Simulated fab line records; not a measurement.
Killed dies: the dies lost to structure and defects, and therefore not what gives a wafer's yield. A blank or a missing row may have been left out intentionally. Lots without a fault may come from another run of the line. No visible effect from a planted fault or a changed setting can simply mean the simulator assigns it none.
fab line records    flow gf180mcu
record lots=24  wafers=72  last-day=34
route steps=602 shown V1@353 V3@430 M4@472 V5@558
lots that met no fault: from a run of the same line without faults
start-h: the number of hours between the record's first day and the start of the first shown wafer of the lot    wait-h: hours elapsed since this lot's preceding step    " repeats the value in the row above    L1.1+2: a single row standing in for several wafers    - no value, or no start given    * or withheld: withheld    < > ~ a bound
route shown NAME@n: NAME is a module with steps in the file, n the number in the route of the first one    usual: average and standard deviation across the fault-free wafers    same: alike in all rows    chamber/n: place in a boat    sites: per-site readings    _std_site: standard deviation across them    _edge_site: outer sites' mean less inner sites'    radius-mm: how far each site lies from the wafer's centre    mask NAME#n: copy n    behind: the last tool/chamber to shape the wafer    hold: the reason the lot was held/the length of the hold in hours/how it ended    device: the transistor (n, p or np) that didn't switch    end of line: the tests these same wafers got at the end of their route    for a step that has no rows: nothing shown but its recipe    killed: dies that structure and defects cost at the first sort, which is not the same as the wafer's yield    map: a wafer's dies, x killed, . not, _ none there
set.NAME: the run value of the setting; set.NAME@STEP: its run value at that earlier step    model.NAME: the simulator's own value behind a step, which no gauge read
steps of the route over a sample of lots; a table a step, a row a wafer
services: the hour from which a tool's chamber was out of use, counted from the record's first day as start-h (under 0 if before that day), plus the number of hours and why
## steps
# step GF_V1_STRIP_18
# recipe chemistry=O2/N2  power-w=1400  pressure-mtorr=1500  platen-temp-c=250  o2-flow-sccm=3000  n2-flow-sccm=300  overash-fraction=0.5
# usual drypump-motor-current-A=5.7/0.41  heater-power-w=334/29  oes-product-au=0.593/0.005
lot.wafer  tool             chamber  start-h  wait-h  drypump-motor-current-A  heater-power-w  oes-product-au  rf-hours-counter-h
L074.4     plasma-asher-04  1        412.32   -       5.5                      320             0.593           -
L074.5     "                1        "        "       5.5                      323             0.596           -
L074.6     "                0        "        "       5.4                      360             0.596           -
L075.1     plasma-asher-01  0        426.24   -       5.1                      285             0.590           77
L075.4     "                0        "        "       5.1                      278             0.599           -
L075.5     "                1        "        "       6.4                      381             0.590           -
L076.3     plasma-asher-04  1        439.86   -       5.4                      323             0.595           -
L076.4     "                0        "        "       5.4                      356             0.590           -
L076.5     "                0        "        "       5.3                      365             0.591           -
L077.1     plasma-asher-02  1        442.73   -       5.9                      312             0.592           1
L077.4     "                0        "        "       6.1                      344             0.595           -
L077.5     "                1        "        "       5.9                      316             0.593           -
L078.2     plasma-asher-02  0        446.50   -       6.0                      335             0.595           2
L078.3     "                1        "        "       5.9                      320             0.600           -
L078.6     "                1        "        "       5.9                      315             0.596           -
L079.2     plasma-asher-04  0        457.78   -       5.4                      363             0.588           66
L079.4     "                0        "        "       5.4                      365             0.597           -
L079.6     "                1        "        "       5.4                      308             0.587           -
L080.3     plasma-asher-01  1        470.02   -       6.4                      370             0.592           -
L080.4     "                0        "        "       5.1                      285             0.591           -
L080.6     "                1        "        "       6.4                      381             0.591           -
L081.1     plasma-asher-04  1        477.38   -       5.5                      321             0.586           68
L081.5     "                1        "        "       5.5                      317             0.584           -
L081.6     "                0        "        "       5.4                      368             0.593           -
L082.2     plasma-asher-02  1        485.55   -       5.9                      310             0.589           6
L082.3     "                1        "        "       5.9                      307             0.587           -
L082.5     "                0        "        "       6.1                      338             0.592           -
L083.1     plasma-asher-01  0        496.98   -       5.1                      282             0.579           84
L083.3     "                1        "        "       6.4                      376             0.590           -
L083.4     "                0        "        "       5.1                      279             0.592           -
L084.2     plasma-asher-01  0        508.83   -       5.1                      283             0.601           85
L084.3     "                0        "        "       5.1                      285             0.594           -
L084.6     "                1        "        "       6.4                      366             0.599           -
L085.1     plasma-asher-01  1        515.63   -       6.4                      374             0.594           86
L085.3     "                0        "        "       5.1                      284             0.595           -
L085.6     "                0        "        "       5.1                      284             0.590           -
L086.2     plasma-asher-04  0        525.89   -       5.4                      369             0.591           73
L086.3     "                0        "        "       5.4                      360             0.601           -
L086.6     "                1        "        "       5.5                      325             0.598           -
L087.1     plasma-asher-02  0        528.88   -       6.1                      341             0.588           10
L087.2     "                1        "        "       5.9                      317             0.595           10
L087.6     "                1        "        "       5.9                      307             0.583           -
L088.3     plasma-asher-02  0        537.36   -       6.1                      342             0.606           -
L088.5     "                0        "        "       6.1                      334             0.595           -
L088.6     "                1        "        "       5.9                      302             0.596           -
L089.1     plasma-asher-01  1        542.65   -       6.4                      368             0.589           88
L089.2     "                0        "        "       5.1                      283             0.598           88
L089.4     "                0        "        "       5.1                      289             0.592           -
L090.1     plasma-asher-04  0        554.58   -       5.4                      370             0.594           76
L090.5     "                0        "        "       5.4                      362             0.590           -
L090.6     "                1        "        "       5.5                      325             0.596           -
L091.1     plasma-asher-04  1        560.03   -       5.4                      326             0.599           77
L091.2     "                0        "        "       5.4                      351             0.592           77
L091.6     "                0        "        "       5.4                      352             0.591           -
L092.2     plasma-asher-02  0        566.15   -       6.0                      329             0.596           15
L092.4     "                0        "        "       6.1                      340             0.601           -
L092.5     "                1        "        "       5.9                      315             0.593           -
L093.3     plasma-asher-02  1        574.86   -       5.9                      322             0.586           -
L093.4     "                0        "        "       6.1                      332             0.585           -
L093.6     "                0        "        "       6.0                      342             0.590           -
L094.1     plasma-asher-04  1        584.59   -       5.5                      318             0.596           80
L094.2     "                0        "        "       5.4                      361             0.598           80
L094.6     "                1        "        "       5.5                      325             0.597           -
L095.2     plasma-asher-04  1        592.60   -       5.4                      329             0.598           81
L095.3     "                0        "        "       5.4                      364             0.594           -
L095.6     "                1        "        "       5.5                      326             0.588           -
L096.3     plasma-asher-04  0        599.77   -       5.4                      357             0.599           -
L096.5     "                1        "        "       5.5                      315             0.596           -
L096.6     "                0        "        "       5.4                      356             0.591           -
L097.1     plasma-asher-04  1        600.03   -       5.5                      314             0.593           82
L097.4     "                0        "        "       5.4                      357             0.593           -
L097.5     "                0        "        "       5.4                      361             0.580           -
# step GF_V1_RS_MEAS_24
# recipe thk-meas-gauge=four-point-probe  reads=W_of_V1_CVD_23+TiN_of_V1_SPUTTER_22+Ti_of_V1_SPUTTER_21
# usual V1_W_RS=0.3285/0.0029
lot.wafer  tool           chamber  start-h  wait-h  V1_W_RS[ohm/sq]
L074.4     film-metro-02  -        413.11   0.1     0.3343
L074.5     "              -        "        "       0.3279
L074.6     "              -        "        "       0.3346
L075.1     film-metro-02  -        427.03   0.1     0.3265
L075.4     "              -        "        "       0.3283
L075.5     "              -        "        "       0.3291
L076.3     film-metro-02  -        440.63   0.1     0.3266
L076.4     "              -        "        "       0.3286
L076.5     "              -        "        "       0.3271
L077.1     film-metro-02  -        443.47   0.1     0.3303
L077.4     "              -        "        "       0.3327
L077.5     "              -        "        "       0.3305
L078.2     film-metro-04  -        447.27   0.1     0.3318
L078.3     "              -        "        "       0.3300
L078.6     "              -        "        "       0.3243
L079.2     film-metro-01  -        458.55   0.1     0.3335
L079.4     "              -        "        "       0.3275
L079.6     "              -        "        "       0.3298
L080.3     film-metro-04  -        470.81   0.1     0.3234
L080.4     "              -        "        "       0.3244
L080.6     "              -        "        "       0.3258
L081.1     film-metro-04  -        478.16   0.1     0.3256
L081.5     "              -        "        "       0.3250
L081.6     "              -        "        "       0.3248
L082.2     film-metro-02  -        486.32   0.1     0.3273
L082.3     "              -        "        "       0.3276
L082.5     "              -        "        "       0.3320
L083.1     film-metro-01  -        497.72   0.1     0.3288
L083.3     "              -        "        "       0.3280
L083.4     "              -        "        "       0.3229
L084.2     film-metro-01  -        509.61   0.1     0.3296
L084.3     "              -        "        "       0.3256
L084.6     "              -        "        "       0.3279
L085.1     film-metro-01  -        516.45   0.1     0.3264
L085.3     "              -        "        "       0.3300
L085.6     "              -        "        "       0.3296
L086.2     film-metro-04  -        526.66   0.1     0.3219
L086.3     "              -        "        "       0.3276
L086.6     "              -        "        "       0.3275
L087.1     film-metro-02  -        529.63   0.1     0.3279
L087.2     "              -        "        "       0.3277
L087.6     "              -        "        "       0.3278
L088.3     film-metro-04  -        538.14   0.1     0.3288
L088.5     "              -        "        "       0.3310
L088.6     "              -        "        "       0.3232
L089.1     film-metro-04  -        543.40   0.1     0.3296
L089.2     "              -        "        "       0.3272
L089.4     "              -        "        "       0.3272
L090.1     film-metro-02  -        555.35   0.1     0.3288
L090.5     "              -        "        "       0.3305
L090.6     "              -        "        "       0.3264
L091.1     film-metro-02  -        560.77   0.1     0.3286
L091.2     "              -        "        "       0.3278
L091.6     "              -        "        "       0.3313
L092.2     film-metro-01  -        566.92   0.1     0.3324
L092.4     "              -        "        "       0.3312
L092.5     "              -        "        "       0.3255
L093.3     film-metro-02  -        575.72   0.2     0.3305
L093.4     "              -        "        "       0.3269
L093.6     "              -        "        "       0.3305
L094.1     film-metro-04  -        585.33   0.1     0.3343
L094.2     "              -        "        "       0.3295
L094.6     "              -        "        "       0.3301
L095.2     film-metro-04  -        593.40   0.1     0.3273
L095.3     "              -        "        "       0.3346
L095.6     "              -        "        "       0.3251
L096.3     film-metro-01  -        600.52   0.1     0.3241
L096.5     "              -        "        "       0.3308
L096.6     "              -        "        "       0.3310
L097.1     film-metro-02  -        600.81   0.1     0.3289
L097.4     "              -        "        "       0.3286
L097.5     "              -        "        "       0.3267
# step GF_V3_THK_MEAS_01
# recipe reads=SiO2_of_V3_CVD_00
# usual V3_CVD_00_THK=597/5.6
lot.wafer  tool           chamber  start-h  wait-h  V3_CVD_00_THK[nm]
L074.4     film-metro-02  -        492.32   0.0     609
L074.5     "              -        "        "       603
L074.6     "              -        "        "       601
L075.1     film-metro-01  -        504.28   0.0     599
L075.4     "              -        "        "       595
L075.5     "              -        "        "       598
L076.3     film-metro-02  -        515.80   0.1     600
L076.4     "              -        "        "       595
L076.5     "              -        "        "       605
L077.1     film-metro-02  -        520.24   0.0     581
L077.4     "              -        "        "       588
L077.5     "              -        "        "       584
L078.2     film-metro-01  -        523.11   0.0     604
L078.3     "              -        "        "       597
L078.6     "              -        "        "       601
L079.2     film-metro-01  -        532.93   0.0     602
L079.4     "              -        "        "       600
L079.6     "              -        "        "       596
L080.3     film-metro-01  -        544.98   0.1     589
L080.4     "              -        "        "       602
L080.6     "              -        "        "       604
L081.1     film-metro-04  -        551.60   0.0     594
L081.5     "              -        "        "       587
L081.6     "              -        "        "       599
L082.2     film-metro-04  -        559.65   0.0     592
L082.3     "              -        "        "       598
L082.5     "              -        "        "       595
L083.1     film-metro-04  -        570.81   0.0     596
L083.3     "              -        "        "       599
L083.4     "              -        "        "       593
L084.2     film-metro-01  -        581.64   0.0     602
L084.3     "              -        "        "       602
L084.6     "              -        "        "       599
L085.1     film-metro-02  -        587.43   0.0     603
L085.3     "              -        "        "       603
L085.6     "              -        "        "       605
L086.2     film-metro-01  -        597.41   0.0     596
L086.3     "              -        "        "       599
L086.6     "              -        "        "       601
L087.1     film-metro-01  -        600.38   0.0     594
L087.2     "              -        "        "       598
L087.6     "              -        "        "       596
L088.3     film-metro-02  -        607.46   0.1     598
L088.5     "              -        "        "       597
L088.6     "              -        "        "       598
L089.1     film-metro-01  -        612.77   0.0     604
L089.2     "              -        "        "       601
L089.4     "              -        "        "       601
L090.1     film-metro-01  -        622.64   0.1     588
L090.5     "              -        "        "       600
L090.6     "              -        "        "       594
L091.1     film-metro-01  -        628.78   0.0     591
L091.2     "              -        "        "       596
L091.6     "              -        "        "       595
L092.2     film-metro-01  -        632.61   0.0     595
L092.4     "              -        "        "       586
L092.5     "              -        "        "       594
L093.3     film-metro-02  -        642.94   0.1     604
L093.4     "              -        "        "       594
L093.6     "              -        "        "       586
L094.1     film-metro-02  -        651.88   0.1     604
L094.2     "              -        "        "       596
L094.6     "              -        "        "       599
L095.2     film-metro-04  -        659.41   0.0     598
L095.3     "              -        "        "       600
L095.6     "              -        "        "       589
L096.3     film-metro-01  -        665.53   0.1     602
L096.5     "              -        "        "       606
L096.6     "              -        "        "       597
L097.1     film-metro-01  -        666.93   0.0     595
L097.4     "              -        "        "       600
L097.5     "              -        "        "       599
# step GF_M4_METAL_ETCH_16
# recipe chemistry=Cl2/BCl3  mask-material=KrF  target-depth-nm=627.5  stop-on=SiO2  pressure-mtorr=8  icp-w=800  bias-w=140  Cl2_flow_sccm=80  bcl3-flow-sccm=40  time-s=104.6
# usual drypump-motor-current-A=5.9/0.32  oes-product-au=0.971/0.0064  throttle-valve-pct=28.250/0.011
lot.wafer  tool          chamber  start-h  wait-h  drypump-motor-current-A  oes-product-au  rf-hours-counter-h  throttle-valve-pct
L074.4     rie-metal-02  1        540.13   0.1     5.3                      0.975           -                   28.252
L074.5     "             1        "        "       5.3                      0.967           -                   28.257
L074.6     "             1        "        "       5.3                      0.978           -                   28.261
L075.1     rie-metal-01  1        552.81   0.0     6.0                      0.963           8                   28.253
L075.4     "             0        "        "       6.0                      0.976           -                   28.255
L075.5     "             1        "        "       6.0                      0.966           -                   28.261
L076.3     rie-metal-02  0        563.31   0.1     6.0                      0.969           -                   28.253
L076.4     "             1        "        "       5.3                      0.978           -                   28.232
L076.5     "             1        "        "       5.3                      0.972           -                   28.234
L077.1     rie-metal-01  0        567.81   0.0     6.0                      0.969           6                   28.260
L077.4     "             1        "        "       6.0                      0.974           -                   28.253
L077.5     "             0        "        "       6.0                      0.975           -                   28.241
L078.2     rie-metal-02  1        570.01   0.0     5.3                      0.972           11                  28.239
L078.3     "             0        "        "       6.0                      0.972           -                   28.246
L078.6     "             1        "        "       5.3                      0.975           -                   28.235
L079.2     rie-metal-04  1        578.72   0.0     5.8                      0.967           3                   28.258
L079.4     "             1        "        "       5.9                      0.976           -                   28.244
L079.6     "             0        "        "       6.3                      0.960           -                   28.257
L080.3     rie-metal-04  0        591.26   0.1     6.3                      0.966           -                   28.264
L080.4     "             1        "        "       5.9                      0.966           -                   28.250
L080.6     "             1        "        "       5.9                      0.972           -                   28.260
L081.1     rie-metal-04  1        597.91   0.0     5.9                      0.973           3                   28.266
L081.5     "             0        "        "       6.3                      0.964           -                   28.263
L081.6     "             1        "        "       5.9                      0.962           -                   28.284
L082.2     rie-metal-02  0        604.31   0.0     6.0                      0.964           1                   28.257
L082.3     "             0        "        "       6.0                      0.973           -                   28.248
L082.5     "             1        "        "       5.3                      0.973           -                   28.242
L083.1     rie-metal-02  1        615.48   0.0     5.3                      0.975           12                  28.248
L083.3     "             0        "        "       6.1                      0.970           -                   28.245
L083.4     "             1        "        "       5.3                      0.974           -                   28.244
L084.2     rie-metal-02  0        625.60   0.1     6.0                      0.967           -                   28.243
L084.3     "             0        "        "       6.0                      0.968           -                   28.229
L084.6     "             0        "        "       6.1                      0.973           -                   28.241
L085.1     rie-metal-02  0        631.11   0.0     6.1                      0.962           3                   28.257
L085.3     "             0        "        "       6.0                      0.965           -                   28.263
L085.6     "             0        "        "       6.1                      0.965           -                   28.249
L086.2     rie-metal-01  0        640.46   0.0     6.0                      0.977           8                   28.248
L086.3     "             0        "        "       6.0                      0.971           -                   28.246
L086.6     "             1        "        "       6.0                      0.969           -                   28.265
L087.1     rie-metal-02  1        644.11   0.0     5.3                      0.977           0                   28.246
L087.2     "             0        "        "       6.1                      0.963           3                   28.254
L087.6     "             1        "        "       5.3                      0.978           -                   28.256
L088.3     rie-metal-01  1        650.54   0.1     6.0                      0.982           -                   28.240
L088.5     "             1        "        "       6.0                      0.979           -                   28.250
L088.6     "             0        "        "       6.0                      0.982           -                   28.258
L089.1     rie-metal-02  1        654.92   0.0     5.3                      0.980           1                   28.246
L089.2     "             0        "        "       6.0                      0.964           4                   28.250
L089.4     "             1        "        "       5.3                      0.979           -                   28.238
L090.1     rie-metal-01  1        666.22   0.0     6.0                      0.969           11                  28.271
L090.5     "             1        "        "       6.0                      0.965           -                   28.262
L090.6     "             0        "        "       6.0                      0.972           -                   28.274
L091.1     rie-metal-02  0        670.37   0.0     6.0                      0.960           5                   28.245
L091.2     "             0        "        "       6.0                      0.972           -                   28.254
L091.6     "             0        "        "       6.0                      0.965           -                   28.256
L092.2     rie-metal-04  1        674.65   0.1     5.9                      0.976           -                   28.247
L092.4     "             1        "        "       5.9                      0.977           -                   28.256
L092.5     "             1        "        "       5.9                      0.975           -                   28.241
L093.3     rie-metal-04  1        684.50   0.1     5.9                      0.956           -                   28.262
L093.4     "             1        "        "       5.9                      0.964           -                   28.267
L093.6     "             1        "        "       5.8                      0.962           -                   28.255
L094.1     rie-metal-04  0        693.08   0.0     6.3                      0.966           0                   28.242
L094.2     "             1        "        "       5.9                      0.977           7                   28.262
L094.6     "             1        "        "       5.9                      0.966           -                   28.246
L095.2     rie-metal-04  0        700.73   0.0     6.3                      0.964           0                   28.261
L095.3     "             0        "        "       6.3                      0.957           -                   28.261
L095.6     "             0        "        "       6.3                      0.967           -                   28.268
L096.3     rie-metal-02  1        705.32   0.1     5.2                      0.982           -                   28.233
L096.5     "             0        "        "       6.1                      0.975           -                   28.227
L096.6     "             1        "        "       5.3                      0.978           -                   28.237
L097.1     rie-metal-01  0        706.53   0.0     6.0                      0.965           10                  28.271
L097.4     "             1        "        "       6.0                      0.965           -                   28.266
L097.5     "             1        "        "       6.0                      0.968           -                   28.246
# step GF_V5_STRIP_18
# recipe chemistry=O2/N2  power-w=1400  pressure-mtorr=1500  platen-temp-c=250  o2-flow-sccm=3000  n2-flow-sccm=300  overash-fraction=0.5
# usual drypump-motor-current-A=5.6/0.43  heater-power-w=338/33  oes-product-au=0.569/0.0048
lot.wafer  tool             chamber  start-h  wait-h  drypump-motor-current-A  heater-power-w  oes-product-au  rf-hours-counter-h
L074.4     plasma-asher-04  1        630.46   -       5.5                      325             0.565           -
L074.5     "                0        "        "       5.4                      354             0.566           -
L074.6     "                1        "        "       5.4                      328             0.567           -
L075.1     plasma-asher-03  0        642.12   -       5.4                      349             0.566           58
L075.4     "                1        "        "       5.7                      332             0.569           -
L075.5     "                1        "        "       5.7                      335             0.575           -
L076.3     plasma-asher-03  1        650.97   -       5.7                      333             0.569           -
L076.4     "                0        "        "       5.4                      359             0.572           -
L076.5     "                1        "        "       5.7                      330             0.573           -
L077.1     plasma-asher-04  0        656.43   -       5.4                      367             0.572           88
L077.4     "                1        "        "       5.5                      327             0.572           -
L077.5     "                1        "        "       5.5                      328             0.566           -
L078.2     plasma-asher-03  0        658.24   -       5.4                      345             0.573           60
L078.3     "                1        "        "       5.7                      333             0.563           -
L078.6     "                1        "        "       5.7                      340             0.568           -
L079.2     plasma-asher-04  0        666.49   -       5.4                      359             0.565           89
L079.4     "                1        "        "       5.5                      326             0.572           -
L079.6     "                1        "        "       5.4                      323             0.562           -
L080.3     plasma-asher-03  0        677.79   -       5.4                      354             0.560           -
L080.4     "                1        "        "       5.7                      339             0.577           -
L080.6     "                0        "        "       5.4                      350             0.567           -
L081.1     plasma-asher-03  1        683.06   -       5.7                      333             0.569           63
L081.5     "                1        "        "       5.7                      332             0.559           -
L081.6     "                0        "        "       5.4                      357             0.563           -
L082.2     plasma-asher-04  0        689.56   -       5.4                      354             0.568           91
L082.3     "                0        "        "       5.4                      363             0.573           -
L082.5     "                1        "        "       5.5                      324             0.576           -
L083.1     plasma-asher-04  0        699.58   -       5.4                      361             0.575           92
L083.3     "                0        "        "       5.4                      352             0.562           -
L083.4     "                1        "        "       5.5                      327             0.566           -
L084.2     plasma-asher-04  0        708.92   -       5.4                      362             0.551           93
L084.3     "                1        "        "       5.5                      317             0.567           -
L084.6     "                1        "        "       5.5                      324             0.568           -
L085.1     plasma-asher-01  1        713.47   -       6.4                      373             0.579           101
L085.3     "                0        "        "       5.1                      284             0.567           -
L085.6     "                0        "        "       5.1                      284             0.565           -
L086.2     plasma-asher-04  0        721.77   -       5.4                      367             0.571           95
L086.3     "                0        "        "       5.4                      365             0.567           -
L086.6     "                1        "        "       5.5                      318             0.572           -
L087.1     plasma-asher-03  1        723.13   -       5.7                      330             0.571           67
L087.2     "                0        "        "       5.4                      353             0.573           67
L087.6     "                1        "        "       5.7                      333             0.578           -
L088.3     plasma-asher-01  1        729.81   -       6.4                      386             0.560           -
L088.5     "                1        "        "       6.4                      374             0.571           -
L088.6     "                0        "        "       5.1                      285             0.578           -
L089.1     plasma-asher-04  1        734.69   -       5.5                      305             0.571           96
L089.2     "                0        "        "       5.4                      356             0.574           96
L089.4     "                1        "        "       5.5                      329             0.574           -
L090.1     plasma-asher-01  1        744.76   -       6.4                      361             0.563           0
L090.5     "                1        "        "       6.4                      374             0.572           -
L090.6     "                0        "        "       5.1                      283             0.563           -
L091.1     plasma-asher-01  1        747.11   -       6.4                      385             0.565           1
L091.2     "                0        "        "       5.1                      278             0.563           1
L091.6     "                1        "        "       6.4                      379             0.562           -
L092.2     plasma-asher-01  0        751.06   -       5.1                      283             0.572           1
L092.4     "                1        "        "       6.4                      375             0.567           -
L092.5     "                0        "        "       5.1                      276             0.572           -
L093.3     plasma-asher-03  0        760.74   -       5.4                      349             0.568           -
L093.4     "                1        "        "       5.8                      341             0.571           -
L093.6     "                0        "        "       5.4                      350             0.571           -
L094.1     plasma-asher-01  1        768.17   -       6.4                      386             0.561           3
L094.2     "                0        "        "       5.1                      281             0.563           3
L094.6     "                1        "        "       6.4                      387             0.578           -
L095.2     plasma-asher-01  0        773.62   -       5.1                      270             0.569           4
L095.3     "                1        "        "       6.4                      382             0.570           -
L095.6     "                0        "        "       5.1                      282             0.570           -
L096.3     plasma-asher-01  0        778.21   -       5.1                      280             0.564           -
L096.5     "                1        "        "       6.4                      371             0.570           -
L096.6     "                0        "        "       5.1                      277             0.572           -
L097.1     plasma-asher-01  1        778.53   -       6.4                      367             0.576           5
L097.4     "                1        "        "       6.4                      380             0.564           -
L097.5     "                0        "        "       5.1                      275             0.578           -
# step GF_V5_SPUTTER_22
# recipe material=TiN  target-thk-nm=10  chamber-pressure-pa=5  power-w=4000  time-s=40
# usual cathode-dc-power-W=4000.0/0.8  throttle-valve-pct=30.0/0.96
lot.wafer  tool            chamber  start-h  wait-h  cathode-dc-power-W  throttle-valve-pct
L074.4     pvd-sputter-03  -        631.03   0.0     3999.4              30.5
L074.5     "               -        "        "       3999.5              28.4
L074.6     "               -        "        "       4000.2              29.7
L075.1     pvd-sputter-03  -        642.72   0.0     3998.8              29.9
L075.4     "               -        "        "       4001.6              29.8
L075.5     "               -        "        "       3999.2              30.6
L076.3     pvd-sputter-03  -        651.53   0.0     3999.5              30.0
L076.4     "               -        "        "       4000.0              30.3
L076.5     "               -        "        "       3999.3              28.4
L077.1     pvd-sputter-01  -        657.03   0.0     3999.6              30.2
L077.4     "               -        "        "       4001.2              30.2
L077.5     "               -        "        "       3999.6              31.8
L078.2     pvd-sputter-03  -        658.84   0.0     3998.9              30.4
L078.3     "               -        "        "       4000.0              28.2
L078.6     "               -        "        "       3998.7              29.8
L079.2     pvd-sputter-04  -        667.09   0.0     4000.1              29.5
L079.4     "               -        "        "       4002.0              29.0
L079.6     "               -        "        "       3999.5              29.5
L080.3     pvd-sputter-01  -        678.36   0.0     4000.6              30.1
L080.4     "               -        "        "       4000.1              31.9
L080.6     "               -        "        "       4001.0              32.1
L081.1     pvd-sputter-03  -        683.67   0.0     4000.1              28.6
L081.5     "               -        "        "       4000.3              30.6
L081.6     "               -        "        "       3999.7              29.7
L082.2     pvd-sputter-04  -        690.19   0.0     4001.0              29.8
L082.3     "               -        "        "       3999.5              29.6
L082.5     "               -        "        "       4000.5              29.5
L083.1     pvd-sputter-04  -        700.18   0.0     3999.9              29.3
L083.3     "               -        "        "       4000.0              29.7
L083.4     "               -        "        "       4000.6              29.6
L084.2     pvd-sputter-01  -        709.52   0.0     4001.1              32.2
L084.3     "               -        "        "       4000.5              30.1
L084.6     "               -        "        "       4001.3              30.3
L085.1     pvd-sputter-03  -        714.14   0.0     3999.4              30.0
L085.3     "               -        "        "       3999.4              28.1
L085.6     "               -        "        "       4000.0              28.5
L086.2     pvd-sputter-04  -        722.40   0.0     3999.4              28.8
L086.3     "               -        "        "       4000.8              29.6
L086.6     "               -        "        "       3999.5              29.6
L087.1     pvd-sputter-03  -        723.77   0.0     3999.6              29.8
L087.2     "               -        "        "       4000.4              30.6
L087.6     "               -        "        "       3999.6              30.5
L088.3     pvd-sputter-01  -        730.37   0.0     3999.3              32.2
L088.5     "               -        "        "       4000.3              32.3
L088.6     "               -        "        "       4001.5              30.3
L089.1     pvd-sputter-01  -        735.32   0.0     3999.9              30.4
L089.2     "               -        "        "       4000.2              30.3
L089.4     "               -        "        "       3999.0              30.2
L090.1     pvd-sputter-04  -        745.42   0.0     3999.8              29.7
L090.5     "               -        "        "       4000.2              29.5
L090.6     "               -        "        "       4000.4              29.8
L091.1     pvd-sputter-01  -        747.71   0.0     4001.1              30.1
L091.2     "               -        "        "       4000.1              30.2
L091.6     "               -        "        "       3999.0              30.3
L092.2     pvd-sputter-03  -        751.66   0.0     4001.2              30.6
L092.4     "               -        "        "       4000.8              29.7
L092.5     "               -        "        "       3998.6              28.2
L093.3     pvd-sputter-01  -        761.34   0.0     4001.4              30.2
L093.4     "               -        "        "       3999.6              30.1
L093.6     "               -        "        "       4001.1              30.3
L094.1     pvd-sputter-01  -        768.77   0.0     4000.1              32.3
L094.2     "               -        "        "       4000.5              30.0
L094.6     "               -        "        "       4000.3              30.3
L095.2     pvd-sputter-01  -        774.25   0.0     3998.9              30.2
L095.3     "               -        "        "       4000.3              30.3
L095.6     "               -        "        "       4000.0              30.2
L096.3     pvd-sputter-04  -        778.78   0.0     3999.6              29.6
L096.5     "               -        "        "       4000.0              29.4
L096.6     "               -        "        "       3997.9              29.8
L097.1     pvd-sputter-04  -        779.13   0.0     3999.7              29.4
L097.4     "               -        "        "       3999.6              29.6
L097.5     "               -        "        "       4000.6              29.5
## services
tool             chamber  start-h  hours  kind
rie-metal-04     1        401.12   17.7   repair
plasma-asher-04  -        406.65   0.8    repair
plasma-asher-03  -        412.59   3.2    repair
plasma-asher-02  -        421.25   9.0    pm
plasma-asher-03  -        424.29   0.7    repair
pvd-sputter-03   -        484.68   16.4   repair
rie-metal-02     -        487.57   2.8    pm
plasma-asher-01  -        488.47   6.6    repair
rie-metal-04     -        495.38   14.6   pm
pvd-sputter-03   -        544.55   9.9    repair
plasma-asher-03  -        556.08   2.8    pm
plasma-asher-01  -        565.65   17.3   repair
plasma-asher-01  -        582.91   28.1   pm
rie-metal-04     -        624.35   2.8    pm
plasma-asher-01  -        631.97   1.2    repair
rie-metal-02     -        634.37   0.1    repair
pvd-sputter-04   -        657.32   6.4    repair
rie-metal-02     1        662.88   9.9    repair
pvd-sputter-03   -        700.83   8.9    repair
plasma-asher-02  -        714.62   5.3    repair
plasma-asher-01  -        733.75   9.0    pm
rie-metal-02     -        736.84   1.0    repair
pvd-sputter-01   -        750.48   0.7    repair
plasma-asher-04  -        753.41   28.1   pm
## key
fault none
